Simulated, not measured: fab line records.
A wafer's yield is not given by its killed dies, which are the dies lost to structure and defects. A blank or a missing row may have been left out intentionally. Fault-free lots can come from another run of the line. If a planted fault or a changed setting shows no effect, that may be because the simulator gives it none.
fab line records	flow sky130
record: lots: 15	wafers: 43	last_day: 50
route steps=708 shown LDD_N@254 LDD_HVN@277 SPACER@306 POLY_CUT@316
lots with no fault: from the same line, run without faults
start_h: the number of hours between the record's first day and the start of the first shown wafer of the lot	wait_h: hours since the lot's step before	" repeats the value in the row above	L1.1+2: one row covering several wafers at once	- value missing, or start not given	* or withheld: withheld	< > ~ a bound
route shown NAME@n: NAME is a module with steps in the file, n the number in the route of the first one	usual: mean and standard deviation over wafers with no fault	same: alike in all rows	chamber/n: place in a boat	sites: each site's reading	_std_site: the standard deviation of these	_edge_site: the outer-site mean with the inner-site mean subtracted	radius_mm: how far each site lies from the wafer's centre	mask NAME#n: copy n	behind: the most recent tool/chamber to have shaped the wafer	hold: why the lot was held/for how many hours/how that ended	device: the n, p or np transistor that did not switch	end of line: the same wafers' tests at the end of the route	a step without rows: its recipe alone	killed: the dies lost at the first sort to structure and to defects; this is not the yield of the wafer	map: a wafer's dies, marking killed ones x, the rest . and places with no die _
set.NAME: the setting the step ran with; set.NAME@STEP: the setting that earlier step ran with	model.NAME: the simulator's own value behind a step, which no gauge read
route steps across a sampled set of lots; one table per step, one row per wafer
services: when a tool's chamber went out of use (start_h, in hours from the record's first day, below 0 if earlier), for how many hours, and the reason
== steps ==
step: SKY_LDD_N_TW_MEAS_17
usual: LDD_N_TW: 2584/15
lot.wafer	tool	chamber	start_h	wait_h	LDD_N_TW
L335.1	film_metro-02	-	413.49	0.1	2563
L335.2	"	-	"	"	2573
L335.3	"	-	"	"	2576
L336.2	film_metro-03	-	415.49	0.1	2591
L336.4	"	-	"	"	2596
L336.5	"	-	"	"	2608
L338.1	film_metro-01	-	428.04	0.1	2582
L338.4	"	-	"	"	2593
L338.5	"	-	"	"	2591
L340.1	film_metro-03	-	451.13	0.1	2584
L340.2	"	-	"	"	2566
L340.6	"	-	"	"	2585
L341.2	film_metro-03	-	459.03	0.1	2562
L341.3	"	-	"	"	2584
L341.6	"	-	"	"	2577
L342.2	film_metro-01	-	468.42	0.1	2587
L342.3	"	-	"	"	2582
L342.4	"	-	"	"	2594
L343.2	film_metro-01	-	469.18	0.1	2600
L343.3	"	-	"	"	2595
L343.4	"	-	"	"	2588
L344.4	film_metro-02	-	484.09	0.1	2565
L344.5	"	-	"	"	2562
L344.6	"	-	"	"	2572
L345.1	film_metro-02	-	504.47	0.1	2572
L345.3	"	-	"	"	2576
L345.5	"	-	"	"	2590
L347.1	film_metro-03	-	524.49	0.1	2575
L347.3	"	-	"	"	2590
L347.5	"	-	"	"	2580
L348.2	film_metro-01	-	527.30	0.1	2598
L348.5	"	-	"	"	2562
L349.2	film_metro-03	-	538.32	0.1	2590
L349.3	"	-	"	"	2600
L349.5	"	-	"	"	2599
L350.2	film_metro-03	-	540.62	0.1	2597
L350.3	"	-	"	"	2592
L350.4	"	-	"	"	2607
L351.2	film_metro-01	-	550.95	0.1	2589
L351.5	"	-	"	"	2591
L356.3	film_metro-03	-	585.74	0.1	2583
L356.4	"	-	"	"	2597
L356.5	"	-	"	"	2586
step: SKY_LDD_HVN_TW_MEAS_10
usual: LDD_HVN_TW: 1432/11
lot.wafer	tool	chamber	start_h	wait_h	LDD_HVN_TW
L335.1	film_metro-03	-	474.21	0.1	1425
L335.2	"	-	"	"	1437
L335.3	"	-	"	"	1433
L336.2	film_metro-02	-	476.72	0.1	1426
L336.4	"	-	"	"	1437
L336.5	"	-	"	"	1429
L338.1	film_metro-04	-	489.56	0.1	1432
L338.4	"	-	"	"	1436
L338.5	"	-	"	"	1430
L340.1	film_metro-02	-	512.80	0.1	1426
L340.2	"	-	"	"	1427
L340.6	"	-	"	"	1427
L341.2	film_metro-04	-	519.63	0.1	1431
L341.3	"	-	"	"	1448
L341.6	"	-	"	"	1450
L342.2	film_metro-02	-	529.63	0.1	1426
L342.3	"	-	"	"	1421
L342.4	"	-	"	"	1422
L343.2	film_metro-02	-	531.11	0.1	1424
L343.3	"	-	"	"	1421
L343.4	"	-	"	"	1432
L344.4	film_metro-04	-	545.63	0.1	1436
L344.5	"	-	"	"	1434
L344.6	"	-	"	"	1430
L345.1	film_metro-02	-	564.56	0.1	1420
L345.3	"	-	"	"	1422
L345.5	"	-	"	"	1423
L347.1	film_metro-03	-	584.11	0.1	1444
L347.3	"	-	"	"	1446
L347.5	"	-	"	"	1445
L348.2	film_metro-03	-	586.77	0.1	1444
L348.5	"	-	"	"	1443
L349.2	film_metro-02	-	599.03	0.1	1424
L349.3	"	-	"	"	1419
L349.5	"	-	"	"	1423
L350.2	film_metro-02	-	600.87	0.1	1413
L350.3	"	-	"	"	1416
L350.4	"	-	"	"	1417
L351.2	film_metro-02	-	611.33	0.1	1418
L351.5	"	-	"	"	1420
L356.3	film_metro-03	-	645.28	0.1	1440
L356.4	"	-	"	"	1455
L356.5	"	-	"	"	1453
step: SKY_SPACER_ETCHBACK_02
recipe: chemistry: CH3F/O2	target: Si3N4	stop_on: SiO2	source_w: 400	bias_w: 80	pressure_mtorr: 25	ch3f_flow_sccm: 40	O2_flow_sccm: 30	time_s: 46.7	target_depth_a: 450
usual: drypump_motor_current_A: 5.75/0.27	oes_product_au: 0.855/0.0066	throttle_valve_pct: 10.562/0.0079
lot.wafer	tool	chamber	start_h	wait_h	drypump_motor_current_A	oes_product_au	rf_hours_counter_h	throttle_valve_pct
L335.1	rie_diel-04	3	538.05	0.1	6.28	0.866	5	10.571
L335.2	"	1	"	"	6.11	0.853	45	10.571
L335.3	"	0	"	"	5.57	0.856	8	10.558
L336.2	rie_diel-02	0	539.61	0.0	5.50	0.860	58	10.566
L336.4	"	3	"	"	5.90	0.866	79	10.576
L336.5	"	3	"	"	5.89	0.861	-	10.567
L338.1	rie_diel-01	2	551.59	0.1	5.84	0.860	15	10.573
L338.4	"	1	"	"	5.37	0.865	12	10.567
L338.5	"	0	"	"	5.73	0.871	-	10.565
L340.1	rie_diel-02	3	574.98	0.1	5.90	0.843	0	10.557
L340.2	"	2	"	"	5.76	0.851	3	10.550
L340.6	"	3	"	"	5.87	0.854	-	10.556
L341.2	rie_diel-04	2	580.66	0.0	5.37	0.863	10	10.560
L341.3	"	1	"	"	6.11	0.861	46	10.573
L341.6	"	2	"	"	5.37	0.865	-	10.581
L342.2	rie_diel-04	3	592.29	0.0	6.27	0.861	6	10.554
L342.3	"	0	"	"	5.55	0.855	9	10.559
L342.4	"	1	"	"	6.10	0.854	46	10.548
L343.2	rie_diel-04	3	593.49	0.0	6.26	0.854	6	10.559
L343.3	"	0	"	"	5.53	0.854	9	10.568
L343.4	"	1	"	"	6.11	0.849	46	10.558
L344.4	rie_diel-02	2	609.12	0.0	5.74	0.862	4	10.558
L344.5	"	3	"	"	5.89	0.866	-	10.567
L344.6	"	0	"	"	5.53	0.854	-	10.561
L345.1	rie_diel-02	1	625.10	0.1	5.63	0.851	28	10.561
L345.3	"	2	"	"	5.74	0.847	4	10.551
L345.5	"	2	"	"	5.75	0.841	-	10.551
L347.1	rie_diel-04	0	645.57	0.1	5.57	0.854	10	10.555
L347.3	"	2	"	"	5.38	0.853	12	10.573
L347.5	"	0	"	"	5.60	0.844	-	10.554
L348.2	rie_diel-02	1	648.13	0.0	5.62	0.845	28	10.560
L348.5	"	2	"	"	5.76	0.854	-	10.565
L349.2	rie_diel-02	3	658.50	0.0	5.91	0.850	1	10.558
L349.3	"	1	"	"	5.66	0.850	29	10.555
L349.5	"	3	"	"	5.91	0.849	-	10.565
L350.2	rie_diel-04	3	661.07	0.0	6.25	0.848	7	10.557
L350.3	"	1	"	"	6.11	0.856	47	10.569
L350.4	"	0	"	"	5.55	0.851	10	10.573
L351.2	rie_diel-02	1	669.97	0.0	5.64	0.857	29	10.553
L351.5	"	3	"	"	5.87	0.865	-	10.554
L356.3	rie_diel-04	1	705.83	0.0	6.08	0.850	49	10.544
L356.4	"	3	"	"	6.28	0.845	8	10.555
L356.5	"	0	"	"	5.55	0.847	-	10.560
step: SKY_POLY_CUT_OVL_MEAS_09
usual: POLY_CUT_OVL: 3/5.6
lot.wafer	tool	chamber	start_h	wait_h	POLY_CUT_OVL[nm]
L335.1	overlay-02	-	568.02	0.1	10
L335.2	"	-	"	"	-3
L335.3	"	-	"	"	12
L336.2	overlay-01	-	569.34	0.1	0
L336.4	"	-	"	"	6
L336.5	"	-	"	"	3
L338.1	overlay-01	-	581.98	0.1	0
L338.4	"	-	"	"	5
L338.5	"	-	"	"	5
L340.1	overlay-01	-	605.24	0.1	-1
L340.2	"	-	"	"	-8
L340.6	"	-	"	"	-7
L341.2	overlay-01	-	610.59	0.1	-2
L341.3	"	-	"	"	8
L341.6	"	-	"	"	-3
L342.2	overlay-02	-	621.56	0.1	4
L342.3	"	-	"	"	1
L342.4	"	-	"	"	5
L343.2	overlay-01	-	622.73	0.1	-10
L343.3	"	-	"	"	-5
L343.4	"	-	"	"	-3
L344.4	overlay-02	-	638.53	0.1	2
L344.5	"	-	"	"	10
L344.6	"	-	"	"	-1
L345.1	overlay-02	-	653.31	0.1	1
L345.3	"	-	"	"	3
L345.5	"	-	"	"	11
L347.1	overlay-01	-	674.33	0.1	6
L347.3	"	-	"	"	10
L347.5	"	-	"	"	6
L348.2	overlay-02	-	676.49	0.1	5
L348.5	"	-	"	"	10
L349.2	overlay-02	-	686.49	0.1	-2
L349.3	"	-	"	"	4
L349.5	"	-	"	"	9
L350.2	overlay-01	-	689.54	0.1	7
L350.3	"	-	"	"	14
L350.4	"	-	"	"	4
L351.2	overlay-01	-	697.63	0.1	-1
L351.5	"	-	"	"	6
L356.3	overlay-02	-	733.33	0.1	17
L356.4	"	-	"	"	5
L356.5	"	-	"	"	9
step: SKY_POLY_CUT_ETCH_11
recipe: target: Si3N4	chemistry: CF4/CH2F2/Ar	stop_on: poly-Si	source_w: 600	bias_w: 150	pressure_mtorr: 40	cf4_flow_sccm: 40	ch2f2_flow_sccm: 20	Ar_flow_sccm: 150	time_s: 42.5	target_depth_a: 600
usual: drypump_motor_current_A: 5.74/0.29	oes_product_au: 0.835/0.0063	throttle_valve_pct: 14.995/0.0093
lot.wafer	tool	chamber	start_h	wait_h	drypump_motor_current_A	oes_product_au	rf_hours_counter_h	throttle_valve_pct
L335.1	rie_diel-01	0	568.10	0.0	5.69	0.839	18	14.978
L335.2	"	1	"	"	5.41	0.827	12	15.011
L335.3	"	3	"	"	5.81	0.839	6	14.996
L336.2	rie_diel-02	1	569.43	0.0	5.63	0.834	27	14.996
L336.4	"	1	"	"	5.62	0.837	-	14.996
L336.5	"	0	"	"	5.54	0.835	-	15.001
L338.1	rie_diel-03	0	582.06	0.0	5.17	0.821	0	15.004
L338.4	"	2	"	"	6.24	0.825	8	15.003
L338.5	"	2	"	"	6.24	0.828	-	15.002
L340.1	rie_diel-01	2	605.32	0.0	5.84	0.833	17	15.003
L340.2	"	0	"	"	5.73	0.835	19	14.998
L340.6	"	1	"	"	5.37	0.837	-	14.993
L341.2	rie_diel-01	3	610.66	0.0	5.79	0.841	8	14.996
L341.3	"	1	"	"	5.41	0.843	13	14.992
L341.6	"	0	"	"	5.69	0.825	-	15.006
L342.2	rie_diel-01	1	621.64	0.0	5.39	0.839	13	14.989
L342.3	"	2	"	"	5.85	0.832	17	14.991
L342.4	"	3	"	"	5.82	0.838	8	14.987
L343.2	rie_diel-03	3	622.80	0.0	6.26	0.830	17	14.983
L343.3	"	0	"	"	5.21	0.827	1	14.981
L343.4	"	1	"	"	5.79	0.837	46	14.992
L344.4	rie_diel-01	3	638.59	0.0	5.80	0.835	8	14.986
L344.5	"	0	"	"	5.74	0.832	-	14.999
L344.6	"	1	"	"	5.38	0.849	-	14.978
L345.1	rie_diel-02	2	653.39	0.0	5.77	0.824	5	14.993
L345.3	"	1	"	"	5.64	0.831	28	14.994
L345.5	"	1	"	"	5.63	0.835	-	15.004
L347.1	rie_diel-01	3	674.41	0.0	5.81	0.840	9	14.995
L347.3	"	2	"	"	5.84	0.834	18	15.002
L347.5	"	2	"	"	5.86	0.832	-	14.993
L348.2	rie_diel-02	2	676.56	0.0	5.77	0.794	5	14.988
L348.5	"	2	"	"	5.75	0.838	-	14.987
L349.2	rie_diel-01	2	686.56	0.0	5.83	0.798	19	15.000
L349.3	"	3	"	"	5.83	0.854	10	15.013
L349.5	"	2	"	"	5.85	0.835	-	14.989
L350.2	rie_diel-03	0	689.61	0.0	5.19	0.832	3	14.989
L350.3	"	1	"	"	5.76	0.836	47	15.008
L350.4	"	2	"	"	6.26	0.836	10	14.990
L351.2	rie_diel-01	2	697.70	0.0	5.85	0.790	19	14.997
L351.5	"	3	"	"	5.84	0.828	-	15.004
L356.3	rie_diel-02	2	733.40	0.0	5.75	0.830	6	14.990
L356.4	"	2	"	"	5.79	0.836	-	14.997
L356.5	"	0	"	"	5.55	0.839	-	14.995
== services ==
tool	chamber	start_h	hours	kind
rie_diel-02	3	551.29	-	clean
rie_diel-02	3	551.29	18.3	scheduled_down
rie_diel-02	3	551.29	18.3	vent_cycle
rie_diel-03	3	552.55	4.1	repair
rie_diel-02	2	565.35	5.7	repair
rie_diel-03	0	569.54	7.1	repair
rie_diel-01	-	574.96	0.6	repair
rie_diel-01	1	575.04	2.3	repair
rie_diel-04	3	596.53	2.9	repair
rie_diel-01	0	625.82	7.1	repair
rie_diel-02	0	657.25	-	clean
rie_diel-02	0	657.25	15.9	scheduled_down
rie_diel-02	0	657.25	15.9	vent_cycle
rie_diel-02	-	672.59	2.8	pm
rie_diel-01	0	672.91	132.0	repair
rie_diel-03	1	696.11	4.6	repair
rie_diel-03	-	697.69	0.2	repair
rie_diel-01	-	699.99	14.6	pm
rie_diel-04	1	707.93	49.0	repair
rie_diel-04	3	712.45	4.3	repair
rie_diel-01	-	715.71	2.8	pm
rie_diel-03	0	720.37	8.6	repair
rie_diel-01	2	727.19	1.8	repair
rie_diel-02	3	730.94	8.2	repair
== key ==
first_sign: step: SKY_POLY_CUT_ETCH_11	reading: oes_product_au	direction: down	sigmas: 6.6	usual: 0.835	struck: 0.794
effect none on later readings
met_at SKY_SPACER_ETCHBACK_02
struck_lots L348,L349,L351
struck_wafers L348.2,L349.2,L351.2
sort_left_out L348.2,L349.2,L351.2
tester_left_out L348,L349,L351
not_acting_at SKY_LDD_N_TW_MEAS_17,SKY_LDD_HVN_TW_MEAS_10,SKY_POLY_CUT_OVL_MEAS_09
onset_between 625.10 648.13
fault: kind: process_parameter_drift	tool: rie_diel-02	chamber: -	onset_h: 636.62	steps: SKY_SPACER_ETCHBACK_02	channel: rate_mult	offset: 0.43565	shape: step	end_h: 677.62	scope: struck_wafers_only
tester_left_out: of these lots the tester's yield and bins aren't shown, on N5 and GAA mostly nor the transistor test; their killed dies are dies lost to structure and defects alone, not to doping, threshold or leakage, so they don't give the yield
sort_left_out: the simulated sort isn't trusted on such a fault, so these wafers' sort isn't shown, and their yield isn't known
